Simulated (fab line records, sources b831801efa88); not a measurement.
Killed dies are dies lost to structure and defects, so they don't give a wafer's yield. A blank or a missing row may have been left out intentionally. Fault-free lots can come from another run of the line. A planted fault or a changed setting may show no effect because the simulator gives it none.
fab line records ; flow gf180mcu
record lots=5; wafers=15; last_day=33
route steps=602 shown PASSIVATION@593
lots untouched by any fault: they come from a run of this same line in which no faults occurred
start_h: hours from the record's opening day to when the first of the lot's shown wafers began ; wait_h: time in hours since the lot's previous step ; " the same as in the row above ; L1.1+2: a row that stands for several wafers ; - either no value or no given start ; * or withheld: withheld ; < > ~ a bound
route shown NAME@n: a module of which the file shows steps, and the number in the route of the first ; usual: mean/standard deviation of fault-free wafers ; same: alike in all rows ; chamber/n: place in a boat ; sites: readings site by site ; _std_site: standard deviation of those values ; _edge_site: inner sites' mean taken away from outer sites' mean ; radius_mm: how far each site lies from the wafer's centre ; mask NAME#n: copy n ; behind: the tool/chamber that last shaped the wafer ; hold: why the lot went on hold/how many hours it stayed there/how the hold came to an end ; device: whichever transistor did not switch (one of n, p or np) ; end of line: the tests these same wafers got at the end of their route ; a step without rows: its recipe alone ; killed: not the wafer's yield, but the dies lost to structure and defects at the first sort ; map: the dies of a wafer, with x for killed, . for not killed, _ for no die there
set.NAME: the setting as run; set.NAME@STEP: as run at that earlier step ; model.NAME: the simulator's own value behind a step, which no gauge read
a table for each step, a row for each wafer; lots at some steps of the route
services: from which hour (start_h, from the record's first day; less than 0 if before it) a tool's chamber was out of use, for how many hours, and why
## steps
# step GF_PASSIVATION_COAT_06
# recipe spin_rpm=2000; resist_thk_nm=4000
# usual dispense_pressure_kPa=50/3.5; resist_line_temp_C=22.99/0.1
lot.wafer;tool;chamber;start_h;wait_h;dispense_pressure_kPa;resist_line_temp_C
L076.1;litho_track-04;0;691.24;0.1;47;22.90
L076.2;litho_track-04;0;691.24;0.1;47;22.96
L076.6;litho_track-04;0;691.24;0.1;47;22.92
L080.3;litho_track-03;0;706.09;0.1;55;23.00
L080.4;litho_track-03;0;706.09;0.1;55;22.92
L080.6;litho_track-03;0;706.09;0.1;55;23.06
L086.2;litho_track-01;0;751.50;0.1;49;22.93
L086.5;litho_track-01;0;751.50;0.1;49;23.03
L086.6;litho_track-01;0;751.50;0.1;49;23.12
L088.2;litho_track-04;0;754.52;0.1;47;23.06
L088.3;litho_track-04;0;754.52;0.1;47;23.09
L088.4;litho_track-04;0;754.52;0.1;47;22.97
L095.1;litho_track-04;0;791.69;0.1;47;23.17
L095.5;litho_track-04;0;791.69;0.1;47;23.23
L095.6;litho_track-04;0;791.69;0.1;47;23.12
# step GF_PASSIVATION_SOFTBAKE_07
# recipe temp_c=110; time_s=withheld
# usual plate_temp_C=109.98/0.14; resist_line_temp_C=22.97/0.12
lot.wafer;tool;chamber;start_h;wait_h;plate_temp_C;resist_line_temp_C
L076.1;litho_track-04;0;691.39;0.1;110.12;22.98
L076.2;litho_track-04;0;691.39;0.1;109.94;23.19
L076.6;litho_track-04;0;691.39;0.1;110.02;23.15
L080.3;litho_track-03;0;706.25;0.1;109.95;22.90
L080.4;litho_track-03;0;706.25;0.1;109.92;22.87
L080.6;litho_track-03;0;706.25;0.1;109.94;22.91
L086.2;litho_track-01;0;751.66;0.1;110.00;22.82
L086.5;litho_track-01;0;751.66;0.1;109.86;22.80
L086.6;litho_track-01;0;751.66;0.1;110.10;22.89
L088.2;litho_track-04;0;754.67;0.1;109.80;23.12
L088.3;litho_track-04;0;754.67;0.1;109.86;23.07
L088.4;litho_track-04;0;754.67;0.1;109.59;23.10
L095.1;litho_track-04;0;791.84;0.1;110.12;22.93
L095.5;litho_track-04;0;791.84;0.1;110.15;22.90
L095.6;litho_track-04;0;791.84;0.1;110.14;22.92
# step GF_PASSIVATION_EXPOSE_08
# recipe mask_id=Pad; target_cd_nm=40000; na=0.57; dose_mj=310
# usual focus_offset_nm=0.0/0.55; reticle_temp_C=23.01/0.1
lot.wafer;tool;chamber;start_h;wait_h;mask;focus_offset_nm;reticle_temp_C
L076.1;iline_stepper-01;0;-;-;Pad#0;-0.2;23.03
L076.2;iline_stepper-01;0;-;-;Pad#0;-0.4;23.04
L076.6;iline_stepper-01;0;-;-;Pad#0;-0.1;22.89
L080.3;iline_stepper-01;0;-;-;Pad#0;-0.3;22.94
L080.4;iline_stepper-01;0;-;-;Pad#0;-0.2;22.87
L080.6;iline_stepper-01;0;-;-;Pad#0;-0.3;22.98
L086.2;iline_stepper-02;0;-;-;Pad#0;-0.8;22.95
L086.5;iline_stepper-02;0;-;-;Pad#0;0.5;22.94
L086.6;iline_stepper-02;0;-;-;Pad#0;0.3;22.92
L088.2;iline_stepper-02;0;-;-;Pad#0;0.7;23.08
L088.3;iline_stepper-02;0;-;-;Pad#0;-1.2;23.09
L088.4;iline_stepper-02;0;-;-;Pad#0;-0.7;23.07
L095.1;iline_stepper-01;0;-;-;Pad#0;-0.3;22.83
L095.5;iline_stepper-01;0;-;-;Pad#0;-0.7;22.94
L095.6;iline_stepper-01;0;-;-;Pad#0;-0.1;22.88
# step GF_PASSIVATION_PEB_09
# recipe temp_c=115; time_s=withheld
# usual plate_temp_C=114.98/0.13; resist_line_temp_C=23.01/0.11
lot.wafer;tool;chamber;start_h;wait_h;plate_temp_C;resist_line_temp_C
L076.1;litho_track-04;0;-;-;114.92;23.02
L076.2;litho_track-04;0;-;-;115.14;22.92
L076.6;litho_track-04;0;-;-;114.81;23.00
L080.3;litho_track-03;0;-;-;115.10;23.07
L080.4;litho_track-03;0;-;-;114.99;23.06
L080.6;litho_track-03;0;-;-;115.08;23.03
L086.2;litho_track-04;0;-;-;114.94;23.04
L086.5;litho_track-04;0;-;-;114.90;22.85
L086.6;litho_track-04;0;-;-;115.00;22.95
L088.2;litho_track-01;0;-;-;114.80;23.00
L088.3;litho_track-01;0;-;-;114.86;23.12
L088.4;litho_track-01;0;-;-;115.03;23.10
L095.1;litho_track-04;0;-;-;114.74;23.09
L095.5;litho_track-04;0;-;-;114.71;22.94
L095.6;litho_track-04;0;-;-;114.87;23.03
# step GF_PASSIVATION_DEVELOP_10
# recipe develop_time_s=60; dev_temp_c=23
# usual resist_line_temp_C=23.01/0.092
lot.wafer;tool;chamber;start_h;wait_h;resist_line_temp_C
L076.1;litho_track-04;0;-;-;22.96
L076.2;litho_track-04;0;-;-;23.11
L076.6;litho_track-04;0;-;-;22.86
L080.3;litho_track-03;0;-;-;23.07
L080.4;litho_track-03;0;-;-;23.11
L080.6;litho_track-03;0;-;-;23.06
L086.2;litho_track-04;0;-;-;22.91
L086.5;litho_track-04;0;-;-;22.96
L086.6;litho_track-04;0;-;-;22.99
L088.2;litho_track-01;0;-;-;22.88
L088.3;litho_track-01;0;-;-;23.16
L088.4;litho_track-01;0;-;-;22.88
L095.1;litho_track-04;0;-;-;22.95
L095.5;litho_track-04;0;-;-;22.96
L095.6;litho_track-04;0;-;-;22.99
# step GF_PASSIVATION_ETCH_11
# recipe chemistry=CF4/O2; target_depth_nm=1800; stop_on=TiN; source_w=800; bias_w=150; pressure_mtorr=150; cf4_flow_sccm=80; O2_flow_sccm=10; time_s=400
# usual chamber_pressure_mTorr=150.02/0.14; drypump_motor_current_A=5.5/0.32; oes_product_au=0.961/0.0075; throttle_valve_pct=5.959/0.0095
# same time_s=400
lot.wafer;tool;chamber;start_h;wait_h;chamber_pressure_mTorr;drypump_motor_current_A;oes_product_au;rf_hours_counter_h;throttle_valve_pct
L076.1;rie_diel-03;2;700.84;-;149.99;5.3;0.956;52;5.968
L076.2;rie_diel-03;1;700.84;-;149.76;5.0;0.959;3;5.956
L076.6;rie_diel-03;0;700.84;-;149.78;5.9;0.971;-;5.957
L080.3;rie_diel-01;2;715.39;-;150.10;5.4;0.972;24;5.952
L080.4;rie_diel-01;1;715.39;-;150.02;4.9;0.967;11;5.969
L080.6;rie_diel-01;0;715.39;-;150.00;5.8;0.974;-;5.972
L086.2;rie_diel-04;3;760.24;-;149.87;5.7;0.948;40;5.945
L086.5;rie_diel-04;2;760.24;-;150.17;5.1;0.970;-;5.959
L086.6;rie_diel-04;3;760.24;-;149.74;5.6;0.961;-;5.959
L088.2;rie_diel-03;2;762.98;-;149.81;5.3;0.956;0;5.951
L088.3;rie_diel-03;0;762.98;-;149.93;5.9;0.950;13;5.968
L088.4;rie_diel-03;3;762.98;-;149.59;5.6;0.966;12;5.950
L095.1;rie_diel-04;0;798.99;-;150.00;5.7;0.958;21;5.969
L095.5;rie_diel-04;3;798.99;-;150.03;5.7;0.956;-;5.951
L095.6;rie_diel-04;0;798.99;-;150.25;5.7;0.958;-;5.952
# step GF_PASSIVATION_STRIP_12
# recipe chemistry=O2/N2; power_w=1400; pressure_mtorr=1500; platen_temp_c=250; o2_flow_sccm=3000; n2_flow_sccm=300; overash_fraction=0.5
# usual chamber_pressure_mTorr=1500.0/1.4; drypump_motor_current_A=5.8/0.44; heater_power_w=303/11; oes_product_au=0.719/0.0042; strip_time_to_endpoint_s=34.83/0.22
lot.wafer;tool;chamber;start_h;wait_h;chamber_pressure_mTorr;drypump_motor_current_A;heater_power_w;oes_product_au;rf_hours_counter_h;strip_time_to_endpoint_s
L076.1;plasma_asher-01;0;701.08;0.1;1500.4;5.4;323;0.715;60;34.59
L076.2;plasma_asher-01;1;701.08;0.1;1498.9;5.8;300;0.717;60;34.87
L076.6;plasma_asher-01;1;701.08;0.1;1500.8;5.7;293;0.716;-;34.99
L080.3;plasma_asher-02;1;715.66;0.2;1500.4;5.3;313;0.730;-;34.91
L080.4;plasma_asher-02;0;715.66;0.2;1500.2;5.6;302;0.716;-;34.98
L080.6;plasma_asher-02;1;715.66;0.2;1502.0;5.3;304;0.716;-;34.72
L086.2;plasma_asher-02;0;760.48;0.1;1499.0;5.5;309;0.711;37;34.87
L086.5;plasma_asher-02;1;760.48;0.1;1500.6;5.3;311;0.715;-;34.62
L086.6;plasma_asher-02;0;760.48;0.1;1499.1;5.6;307;0.723;-;34.82
L088.2;plasma_asher-03;1;763.22;0.1;1498.6;6.2;291;0.711;2;34.94
L088.3;plasma_asher-03;0;763.22;0.1;1500.6;6.5;278;0.716;-;35.04
L088.4;plasma_asher-03;1;763.22;0.1;1499.5;6.1;298;0.720;-;34.94
L095.1;plasma_asher-01;1;799.23;0.1;1500.9;5.7;299;0.718;70;35.09
L095.5;plasma_asher-01;0;799.23;0.1;1500.2;5.4;320;0.718;-;34.99
L095.6;plasma_asher-01;1;799.23;0.1;1500.6;5.7;302;0.721;-;34.99
# step GF_PASSIVATION_ANNEAL_13
# recipe temp_c=400; time_s=1800; ambient=N2/H2; idle_temp_c=300; ramp_up_c_per_min=10; ramp_down_c_per_min=3
# usual tube_center_temp_C=400/0.036
# same time_s=1800
lot.wafer;tool;chamber;start_h;wait_h;tube_center_temp_C
L076.1;furnace-01;0;701.18;0.1;399.98
L076.2;furnace-01;0;701.18;0.1;400
L076.6;furnace-01;0;701.18;0.1;399.97
L080.3;furnace-02;0;715.73;0.0;400
L080.4;furnace-02;0;715.73;0.0;399.99
L080.6;furnace-02;0;715.73;0.0;400.05
L086.2;furnace-01;0;760.58;0.1;400
L086.5;furnace-01;0;760.58;0.1;400
L086.6;furnace-01;0;760.58;0.1;399.99
L088.2;furnace-02;0;763.38;0.1;400.03
L088.3;furnace-02;0;763.38;0.1;399.96
L088.4;furnace-02;0;763.38;0.1;399.99
L095.1;furnace-01;0;799.33;0.1;400
L095.5;furnace-01;0;799.33;0.1;400.04
L095.6;furnace-01;0;799.33;0.1;400.06
# step GF_PASSIVATION_BOW_MEAS_14
# recipe mode=bow
# usual PASSIVATION_BOW=135/9.7
lot.wafer;tool;chamber;start_h;wait_h;PASSIVATION_BOW[um]
L076.1;film_metro-03;-;702.68;0.0;135
L076.2;film_metro-03;-;702.68;0.0;129
L076.6;film_metro-03;-;702.68;0.0;136
L080.3;film_metro-02;-;717.27;0.0;139
L080.4;film_metro-02;-;717.27;0.0;136
L080.6;film_metro-02;-;717.27;0.0;138
L086.2;film_metro-02;-;762.10;0.0;137
L086.5;film_metro-02;-;762.10;0.0;150
L086.6;film_metro-02;-;762.10;0.0;150
L088.2;film_metro-03;-;764.90;0.0;142
L088.3;film_metro-03;-;764.90;0.0;144
L088.4;film_metro-03;-;764.90;0.0;138
L095.1;film_metro-02;-;800.83;0.0;142
L095.5;film_metro-02;-;800.83;0.0;124
L095.6;film_metro-02;-;800.83;0.0;127
## services
tool;chamber;start_h;hours;kind
rie_diel-01;1;667.29;16.2;repair
rie_diel-01;-;671.89;2.8;pm
furnace-01;-;677.47;6.8;pm
rie_diel-01;3;688.65;12.0;repair
rie_diel-03;1;697.38;2.6;repair
rie_diel-01;3;706.56;3.5;repair
rie_diel-03;2;732.13;6.8;repair
plasma_asher-03;-;733.75;9.0;pm
plasma_asher-03;0;733.75;9.0;vent_cycle
plasma_asher-03;1;733.75;9.0;vent_cycle
iline_stepper-02;-;733.77;1.7;pm
furnace-02;-;737.63;4.5;pm
rie_diel-03;2;738.98;-;clean
rie_diel-03;2;738.98;21.5;scheduled_down
rie_diel-03;2;738.98;21.5;vent_cycle
plasma_asher-01;-;742.45;4.4;repair
plasma_asher-03;0;742.75;-;clean
plasma_asher-03;1;742.75;-;clean
iline_stepper-01;-;756.22;1.4;repair
furnace-01;-;762.79;4.2;pm
iline_stepper-01;-;766.65;1.7;pm
iline_stepper-01;-;769.72;2.6;repair
rie_diel-01;0;775.56;-;clean
iline_stepper-01;0;786.31;-;calibration
## key
fault none
